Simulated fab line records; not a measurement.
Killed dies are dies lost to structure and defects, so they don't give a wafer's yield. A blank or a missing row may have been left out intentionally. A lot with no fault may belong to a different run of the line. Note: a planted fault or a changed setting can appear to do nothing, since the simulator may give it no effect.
fab line records -- flow gf180mcu
record: lots: 14, wafers: 42, last-day: 34
route steps=602 shown STI@25 VT_IMPLANT@96 HV_LDD@184
lots that met no fault: taken from a fault-free run of the same line
start-h: start of the lot's first displayed wafer, in hours after the record's first day -- wait-h: how many hours have passed since the lot's step before this one -- " as in the row above -- L1.1+2: a row that stands for several wafers -- - no value, or no start was given -- * or withheld: withheld -- < > ~ a bound
route shown NAME@n: names a module that has steps shown in the file, with the first one's number in the route -- usual: the fault-free wafers' mean and standard deviation -- same: alike in all rows -- chamber/n: place in a boat -- sites: per-site readings -- _std_site: the standard deviation of these -- _edge_site: the outer-site mean with the inner-site mean subtracted -- radius-mm: how far each site lies from the wafer's centre -- mask NAME#n: copy n -- behind: tool/chamber where the wafer was last shaped -- hold: cause of the lot's hold/its duration in hours/its outcome -- device: the transistor (n, p or np) that didn't switch -- end of line: tests run on the same wafers once the route is complete -- where a step has no rows: the recipe by itself -- killed: not the wafer's yield, but the dies lost to structure and defects at the first sort -- map: a wafer's dies, x killed, . not, _ none there
set.NAME: the setting that was run; set.NAME@STEP: the one run at that earlier step -- model.NAME: the simulator's own value behind a step, which no gauge read
steps of the route over a sample of lots; a table a step, a row a wafer
services: from which hour (start-h, from the record's first day; less than 0 if before it) a tool's chamber was out of use, for how many hours, and why
== steps ==
step: GF_STI_THK_MEAS_24
recipe: reads: SiO2_of_STI_CVD_23
usual: STI_CVD_23_THK: 647/7.6
lot.wafer,tool,chamber,start-h,wait-h,STI_CVD_23_THK[nm]
L909.3,film-metro-02,-,27.80,0.1,650
L909.4,film-metro-02,-,27.80,0.1,648
L909.5,film-metro-02,-,27.80,0.1,644
L911.1,film-metro-02,-,37.85,0.0,652
L911.3,film-metro-02,-,37.85,0.0,651
L911.6,film-metro-02,-,37.85,0.0,637
L912.2,film-metro-01,-,47.53,0.0,647
L912.3,film-metro-01,-,47.53,0.0,639
L912.5,film-metro-01,-,47.53,0.0,645
L913.1,film-metro-02,-,47.59,0.0,646
L913.2,film-metro-02,-,47.59,0.0,643
L913.5,film-metro-02,-,47.59,0.0,633
L914.1,film-metro-04,-,57.12,0.0,643
L914.2,film-metro-04,-,57.12,0.0,648
L914.6,film-metro-04,-,57.12,0.0,640
L917.3,film-metro-02,-,69.97,0.1,633
L917.5,film-metro-02,-,69.97,0.1,631
L917.6,film-metro-02,-,69.97,0.1,645
L918.2,film-metro-02,-,75.77,0.0,658
L918.3,film-metro-02,-,75.77,0.0,651
L918.6,film-metro-02,-,75.77,0.0,647
L919.1,film-metro-04,-,80.89,0.0,647
L919.3,film-metro-04,-,80.89,0.0,649
L919.4,film-metro-04,-,80.89,0.0,644
L927.1,film-metro-02,-,120.25,0.0,651
L927.2,film-metro-02,-,120.25,0.0,643
L927.3,film-metro-02,-,120.25,0.0,653
L928.2,film-metro-02,-,127.91,0.0,655
L928.3,film-metro-02,-,127.91,0.0,648
L928.4,film-metro-02,-,127.91,0.0,643
L929.3,film-metro-04,-,131.58,0.1,637
L929.5,film-metro-04,-,131.58,0.1,648
L929.6,film-metro-04,-,131.58,0.1,639
L930.2,film-metro-04,-,135.97,0.0,653
L930.4,film-metro-04,-,135.97,0.0,654
L930.5,film-metro-04,-,135.97,0.0,649
L931.1,film-metro-01,-,141.07,0.0,649
L931.4,film-metro-01,-,141.07,0.0,645
L931.5,film-metro-01,-,141.07,0.0,647
L932.2,film-metro-01,-,145.74,0.0,649
L932.3,film-metro-01,-,145.74,0.0,663
L932.4,film-metro-01,-,145.74,0.0,654
step: GF_VT_IMPLANT_DEVELOP_06
recipe: develop-time-s: 60, dev-temp-c: 23
usual: chill-plate-temp-C: 23.00/0.12, develop-time-s: 60/0, developer-temp-C: 22.99/0.11
lot.wafer,tool,chamber,start-h,wait-h,chill-plate-temp-C,develop-time-s,developer-temp-C
L909.3,litho-track-02,0,110.49,0.1,22.84,60,22.97
L909.4,litho-track-02,0,110.49,0.1,23.06,60,23.03
L909.5,litho-track-02,0,110.49,0.1,22.98,60,23.10
L911.1,litho-track-04,0,124.91,0.1,22.88,60,23.10
L911.3,litho-track-04,0,124.91,0.1,23.04,60,23.06
L911.6,litho-track-04,0,124.91,0.1,23.00,60,23.06
L912.2,litho-track-02,0,138.87,0.1,23.05,60,23.07
L912.3,litho-track-02,0,138.87,0.1,23.17,60,23.04
L912.5,litho-track-02,0,138.87,0.1,23.01,60,22.92
L913.1,litho-track-04,0,141.41,0.1,23.04,60,22.89
L913.2,litho-track-04,0,141.41,0.1,23.08,60,22.99
L913.5,litho-track-04,0,141.41,0.1,23.14,60,23.05
L914.1,litho-track-04,0,148.06,0.1,23.06,60,23.08
L914.2,litho-track-04,0,148.06,0.1,23.03,60,23.03
L914.6,litho-track-04,0,148.06,0.1,23.08,60,22.98
L917.3,litho-track-02,0,163.19,0.1,23.03,60,23.28
L917.5,litho-track-02,0,163.19,0.1,22.93,60,22.96
L917.6,litho-track-02,0,163.19,0.1,23.02,60,22.84
L918.2,litho-track-02,0,167.72,0.1,23.02,60,23.10
L918.3,litho-track-02,0,167.72,0.1,22.92,60,22.99
L918.6,litho-track-02,0,167.72,0.1,22.92,60,22.95
L919.1,litho-track-04,0,175.01,0.1,22.91,60,22.93
L919.3,litho-track-04,0,175.01,0.1,23.08,60,22.88
L919.4,litho-track-04,0,175.01,0.1,23.10,60,22.99
L927.1,litho-track-02,-,222.54,0.1,-,-,-
L927.2,litho-track-02,-,222.54,0.1,-,-,-
L927.3,litho-track-02,-,222.54,0.1,-,-,-
L928.2,litho-track-01,-,231.20,0.1,-,-,-
L928.3,litho-track-01,-,231.20,0.1,-,-,-
L928.4,litho-track-01,-,231.20,0.1,-,-,-
L929.3,litho-track-01,0,235.02,0.1,23.11,60,22.96
L929.5,litho-track-01,0,235.02,0.1,23.12,60,22.85
L929.6,litho-track-01,0,235.02,0.1,22.86,60,22.97
L930.2,litho-track-02,0,239.11,0.1,23.29,60,22.83
L930.4,litho-track-02,0,239.11,0.1,23.04,60,22.89
L930.5,litho-track-02,0,239.11,0.1,23.11,60,22.90
L931.1,litho-track-02,0,247.29,0.1,23.07,60,22.94
L931.4,litho-track-02,0,247.29,0.1,23.04,60,23.01
L931.5,litho-track-02,0,247.29,0.1,23.01,60,23.02
L932.2,litho-track-02,0,252.51,0.1,23.05,60,23.16
L932.3,litho-track-02,0,252.51,0.1,22.95,60,23.20
L932.4,litho-track-02,0,252.51,0.1,23.14,60,23.10
step: GF_VT_IMPLANT_STRIP_09
recipe: chemistry: O2/N2, power-w: 1400, pressure-mtorr: 1500, platen-temp-c: 250, o2-flow-sccm: 3000, n2-flow-sccm: 300, overash-fraction: 0.5
usual: drypump-motor-current-A: 5.8/0.43, heater-power-w: 314/15, oes-product-au: 0.716/0.0045, strip-time-to-endpoint-s: 12.64/0.03
same: overash-fraction: 0.5
lot.wafer,tool,chamber,start-h,wait-h,drypump-motor-current-A,heater-power-w,oes-product-au,rf-hours-counter-h,strip-time-to-endpoint-s
L909.3,plasma-asher-04,1,110.81,0.1,5.2,303,0.706,-,12.63
L909.4,plasma-asher-04,0,110.81,0.1,6.0,330,0.711,-,12.62
L909.5,plasma-asher-04,1,110.81,0.1,5.2,301,0.714,-,12.67
L911.1,plasma-asher-04,1,125.24,0.1,5.2,299,0.720,34,12.63
L911.3,plasma-asher-04,0,125.24,0.1,6.0,316,0.723,-,12.64
L911.6,plasma-asher-04,1,125.24,0.1,5.2,302,0.725,-,12.65
L912.2,plasma-asher-02,0,139.18,0.1,6.5,322,0.719,47,12.59
L912.3,plasma-asher-02,1,139.18,0.1,5.9,298,0.724,-,12.64
L912.5,plasma-asher-02,0,139.18,0.1,6.5,327,0.719,-,12.64
L913.1,plasma-asher-02,0,141.74,0.1,6.4,335,0.719,48,12.62
L913.2,plasma-asher-02,1,141.74,0.1,5.9,297,0.710,48,12.61
L913.5,plasma-asher-02,0,141.74,0.1,6.4,324,0.719,-,12.60
L914.1,plasma-asher-04,1,148.39,0.1,5.2,303,0.712,37,12.66
L914.2,plasma-asher-04,0,148.39,0.1,6.0,330,0.715,37,12.67
L914.6,plasma-asher-04,1,148.39,0.1,5.2,306,0.716,-,12.63
L917.3,plasma-asher-02,0,163.51,0.1,6.4,336,0.711,-,12.63
L917.5,plasma-asher-02,1,163.51,0.1,5.9,295,0.716,-,12.62
L917.6,plasma-asher-02,0,163.51,0.1,6.4,329,0.720,-,12.62
L918.2,plasma-asher-01,0,168.03,0.1,6.0,337,0.720,5,12.67
L918.3,plasma-asher-01,0,168.03,0.1,6.0,324,0.707,-,12.68
L918.6,plasma-asher-01,1,168.03,0.1,5.5,336,0.709,-,12.69
L919.1,plasma-asher-04,0,175.34,0.1,6.0,317,0.722,39,12.62
L919.3,plasma-asher-04,0,175.34,0.1,6.0,323,0.719,-,12.62
L919.4,plasma-asher-04,1,175.34,0.1,5.2,300,0.710,-,12.64
L927.1,plasma-asher-04,1,222.88,0.1,5.2,297,0.710,44,12.59
L927.2,plasma-asher-04,0,222.88,0.1,6.0,325,0.721,44,12.60
L927.3,plasma-asher-04,0,222.88,0.1,6.0,331,0.714,-,12.62
L928.2,plasma-asher-04,1,231.51,0.1,5.2,297,0.714,45,12.61
L928.3,plasma-asher-04,1,231.51,0.1,5.2,292,0.712,-,12.68
L928.4,plasma-asher-04,0,231.51,0.1,6.0,317,0.717,-,12.65
L929.3,plasma-asher-02,1,235.34,0.1,5.9,290,0.721,-,12.61
L929.5,plasma-asher-02,1,235.34,0.1,5.9,295,0.720,-,12.63
L929.6,plasma-asher-02,0,235.34,0.1,6.5,324,0.714,-,12.58
L930.2,plasma-asher-04,0,239.43,0.1,6.0,316,0.715,46,12.66
L930.4,plasma-asher-04,0,239.43,0.1,6.0,323,0.719,-,12.65
L930.5,plasma-asher-04,0,239.43,0.1,6.0,328,0.709,-,12.62
L931.1,plasma-asher-04,1,247.63,0.1,5.2,300,0.716,47,12.67
L931.4,plasma-asher-04,1,247.63,0.1,5.2,296,0.707,-,12.70
L931.5,plasma-asher-04,0,247.63,0.1,6.0,327,0.718,-,12.69
L932.2,plasma-asher-04,1,252.83,0.1,5.2,296,0.724,48,12.63
L932.3,plasma-asher-04,0,252.83,0.1,6.0,321,0.708,-,12.62
L932.4,plasma-asher-04,1,252.83,0.1,5.2,296,0.714,-,12.62
step: GF_HV_LDD_OVL_MEAS_08
usual: HV_LDD_OVL: 0.4/1.3
lot.wafer,tool,chamber,start-h,wait-h,HV_LDD_OVL[nm]
L909.3,overlay-02,-,216.50,0.1,1.3
L909.4,overlay-02,-,216.50,0.1,1.2
L909.5,overlay-02,-,216.50,0.1,1.4
L911.1,overlay-01,-,233.23,0.1,-0.5
L911.3,overlay-01,-,233.23,0.1,-1.7
L911.6,overlay-01,-,233.23,0.1,-2.6
L912.2,overlay-02,-,249.19,0.1,1.1
L912.3,overlay-02,-,249.19,0.1,-0.3
L912.5,overlay-02,-,249.19,0.1,-0.7
L913.1,overlay-02,-,251.91,0.1,-0.9
L913.2,overlay-02,-,251.91,0.1,0.2
L913.5,overlay-02,-,251.91,0.1,-1.1
L914.1,overlay-02,-,259.13,0.1,1.2
L914.2,overlay-02,-,259.13,0.1,2.2
L914.6,overlay-02,-,259.13,0.1,0.0
L917.3,overlay-01,-,279.02,0.1,0.4
L917.5,overlay-01,-,279.02,0.1,-0.8
L917.6,overlay-01,-,279.02,0.1,-0.6
L918.2,overlay-01,-,283.83,0.1,0.6
L918.3,overlay-01,-,283.83,0.1,1.4
L918.6,overlay-01,-,283.83,0.1,0.8
L919.1,overlay-02,-,295.36,0.1,1.3
L919.3,overlay-02,-,295.36,0.1,1.3
L919.4,overlay-02,-,295.36,0.1,1.0
L929.3,overlay-02,-,366.29,0.1,0.6
L929.5,overlay-02,-,366.29,0.1,0.2
L929.6,overlay-02,-,366.29,0.1,0.5
L930.2,overlay-01,-,374.32,0.1,-1.7
L930.4,overlay-01,-,374.32,0.1,-1.3
L930.5,overlay-01,-,374.32,0.1,-1.0
L931.1,overlay-02,-,381.59,0.1,-0.3
L931.4,overlay-02,-,381.59,0.1,0.7
L931.5,overlay-02,-,381.59,0.1,0.4
L932.2,overlay-01,-,391.68,0.1,-1.0
L932.3,overlay-01,-,391.68,0.1,-0.1
L932.4,overlay-01,-,391.68,0.1,-0.8
== services ==
tool,chamber,start-h,hours,kind
plasma-asher-01,-,108.75,9.0,pm
plasma-asher-01,0,108.75,9.0,vent-cycle
plasma-asher-01,1,108.75,9.0,vent-cycle
plasma-asher-01,0,117.75,-,clean
plasma-asher-01,1,117.75,-,clean
plasma-asher-02,-,126.89,2.7,repair
plasma-asher-02,-,145.58,3.1,repair
litho-track-02,-,170.96,-,consumable-replace:filter
plasma-asher-02,-,227.53,2.4,repair
litho-track-02,-,249.37,-,consumable-replace:filter
== key ==
first-sign: step: GF_VT_IMPLANT_DEVELOP_06, reading: tool-record, direction: missing
effect none on later readings
met-at GF_VT_IMPLANT_DEVELOP_06
struck-lots L927,L928
later-rows-left-out L927.1,L927.2,L927.3,L928.2,L928.3,L928.4
sort-left-out L927.1,L927.2,L927.3,L928.2,L928.3,L928.4
tester-left-out L927,L928
not-acting-at GF_STI_THK_MEAS_24,GF_VT_IMPLANT_STRIP_09,GF_HV_LDD_OVL_MEAS_08
onset-between 167.72 222.54
fault: kind: skipped-step-whole, tool: litho-track-01,litho-track-02, chamber: -, onset-h: 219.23, steps: GF_VT_IMPLANT_DEVELOP_06, scope: struck-lots-only
tester-left-out: of these lots the tester's yield and bins aren't shown, on N5 and GAA mostly nor the transistor test; their killed dies are dies lost to structure and defects alone, not to doping, threshold or leakage, so they don't give the yield
sort-left-out: the simulated sort isn't trusted on such a fault, so these wafers' sort isn't shown, and their yield isn't known
later-rows-left-out: the simulator's readings of these wafers behind a module that went badly wrong aren't trusted and aren't shown, but for the sort
